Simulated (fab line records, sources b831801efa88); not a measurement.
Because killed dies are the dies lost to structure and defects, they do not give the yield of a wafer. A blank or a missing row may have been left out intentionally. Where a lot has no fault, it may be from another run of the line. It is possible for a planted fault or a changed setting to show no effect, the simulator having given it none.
Which tool is to blame? ; flow gf180mcu ; Sampling: 12 lots, 36 wafers, 5 of 602 route steps

WHAT THE GAUGES SHOWED, per wafer
GF_HV_LDD_TW_MEAS_38.
lot;measured;on;HV_LDD_3_TW
L819;day 11 11:53;film metro-01;1435 1447 1444
L822;day 12 10:23;film metro-01;1443 1443 1440
L823;day 12 21:52;film metro-01;1434 1440 1437
L824;day 13 04:31;film metro-01;1445 1452 1452
L827;day 14 08:05;film metro-01;1451 1442 1443
L829;day 15 01:59;film metro-02;1453 1443 1444
L831;day 15 14:58;film metro-01;1437 1440 1434
L832;day 15 23:53;film metro-03;1455 1462 1460
L833;day 16 07:19;film metro-01;1443 1443 1447
L834;day 16 21:14;film metro-03;1445 1449 1454
L835;day 16 20:55;film metro-02;1450 1451 1448
L842;day 19 04:01;film metro-02;1441 1438 1437

GF_HV_LDD_THK_MEAS_55.
lot;measured;on;HV_LDD_CVD_54_THK (nm)
L819;day 12 07:25;film metro-02;10.16 10.10 10.12
L822;day 13 08:15;film metro-02;10.00 10.00 10.17
L823;day 13 19:44;film metro-01;9.98 10.00 10.01
L824;day 14 02:20;film metro-02;10.31 10.38 10.22
L827;day 15 06:48;film metro-01;9.94 9.79 9.74
L829;day 16 02:09;film metro-01;10.04 10.12 10.11
L831;day 16 14:38;film metro-01;10.15 10.09 10.09
L832;day 17 00:07;film metro-02;9.97 10.06 10.06
L833;day 17 07:44;film metro-03;10.15 10.19 10.19
L834;day 17 22:06;film metro-01;9.95 10.09 10.02
L835;day 17 21:11;film metro-02;10.11 10.18 9.95
L842;day 20 05:47;film metro-01;10.10 10.11 9.97

GF_HV_LDD_THK_MEAS_57.
lot;measured;on;HV_LDD_CVD_56_THK (nm)
L819;day 12 08:55;film metro-02;91.1 90.9 90.8
L822;day 13 09:44;film metro-01;90.6 89.8 91.1
L823;day 13 21:14;film metro-02;91.2 91.9 91.9
L824;day 14 03:50;film metro-01;90.7 91.4 91.4
L827;day 15 08:59;film metro-03;89.0 89.7 88.9
L829;day 16 04:21;film metro-03;91.9 91.4 91.9
L831;day 16 16:08;film metro-03;89.5 89.3 89.6
L832;day 17 01:36;film metro-01;85.1 84.7 85.2
L833;day 17 09:13;film metro-01;90.6 89.5 89.0
L834;day 17 23:35;film metro-01;86.6 86.3 86.6
L835;day 17 22:41;film metro-03;90.1 89.8 89.8
L842;day 20 07:16;film metro-01;90.4 90.2 90.9

EACH LOT AND THE TOOL THAT RAN IT (in order: tool; ch and the chambers of the sampled wafers; start)
lot;GF_VT_IMPLANT_RTA_45;GF_HV_LDD_CVD_56
L819;rtp anneal-01 ch 0, day 7 12:02;lpcvd-02 ch 1, day 12 07:28
L822;rtp anneal-01 ch 0, day 8 09:49;lpcvd-02 ch 1, day 13 08:18
L823;rtp anneal-01 ch 0, day 8 19:13;lpcvd-01 ch 0, day 13 19:48
L824;rtp anneal-01 ch 0, day 8 21:28;lpcvd-02 ch 0, day 14 02:24
L827;rtp anneal-02 ch 0, day 9 18:19;lpcvd-02 ch 0, day 15 07:34
L829;rtp anneal-01 ch 0, day 10 12:20;lpcvd-02 ch 1, day 16 02:12
L831;rtp anneal-01 ch 0, day 10 21:43;lpcvd-02 ch 0, day 16 14:42
L832;rtp anneal-02 ch 0, day 11 05:59;lpcvd-02 ch 0, day 17 00:09
L833;rtp anneal-02 ch 0, day 11 10:46;lpcvd-01 ch 0, day 17 07:47
L834;rtp anneal-02 ch 0, day 11 19:38;lpcvd-02 ch 1, day 17 22:09
L835;rtp anneal-01 ch 0, day 11 22:58;lpcvd-01 ch 0, day 17 21:15
L842;rtp anneal-02 ch 0, day 14 01:13;lpcvd-01 ch 1, day 20 05:51
- GF_VT_IMPLANT_RTA_45: time 30 s.
- GF_HV_LDD_CVD_56: deposits Si3N4 from DCS/NH3, target thk 90 nm, time 1543 s.

WHAT THE TOOLS THEMSELVES READ (means of the sampled wafers that have a number; where no wafer has one, the mark that the record gives instead)
GF_VT_IMPLANT_RTA_45.
lot;tool;lamp power pct (%);wafer_temp_C_max
L819;rtp anneal-01;40;1053.1
L822;rtp anneal-01;40;1053.7
L823;rtp anneal-01;40;1053.8
L824;rtp anneal-01;40;1053.5
L827;rtp anneal-02;32;1053.4
L829;rtp anneal-01;40;1053.8
L831;rtp anneal-01;40;1053.9
L832;rtp anneal-02;32;1052.5
L833;rtp anneal-02;32;1052.3
L834;rtp anneal-02;32;1053.1
L835;rtp anneal-01;40;1053.1
L842;rtp anneal-02;32;1052.7

THE ANSWER, worked out from the rows above alone
Rule: the lots themselves supply what counts as usual. The widest of any qualifying gaps counts: lots, ordered by their means at a reading, are off when they make up no more than a third of the lots, leave a main group of 4 or more, and stand apart from it by 3 or more times the standard deviation of that group's means. A main group whose means are all the same, to the digits that the tables above print for the reading, isn't used. A lot without any number at a reading at which 4 lots or more have one is off too. Any other lot the step has rows for is counted as sound. First the gauges in route order, then the tools' own readings, where a lot's mean is used as printed above. The first step at which some lot is off is used, and at that step the reading that is off furthest; a lot without a number counts as furthest.
Off: L832, L834, seen at GF_HV_LDD_THK_MEAS_57 (HV_LDD_CVD_56_THK). The main group: mean 90.5 nm, standard deviation 0.85.
If a tool, at a process step before that reading, ran all the lots that are off and no sound lot after the first of them, it fits. Gauges at GF_HV_LDD_THK_MEAS_57: tried the same way as those tools. One candidate fits, namely lpcvd-02 at GF_HV_LDD_CVD_56. Its last sound lot is L831 (day 16 14:42), its first lot that is off L832 (day 17 00:09): a fault that began between those two fits.

WHAT THE SIMULATOR HAD PUT IN
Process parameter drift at GF_HV_LDD_CVD_56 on lpcvd-02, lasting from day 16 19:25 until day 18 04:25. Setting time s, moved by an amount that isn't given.
Shown lots that were struck: L832, L834. Same finding as the rule above.
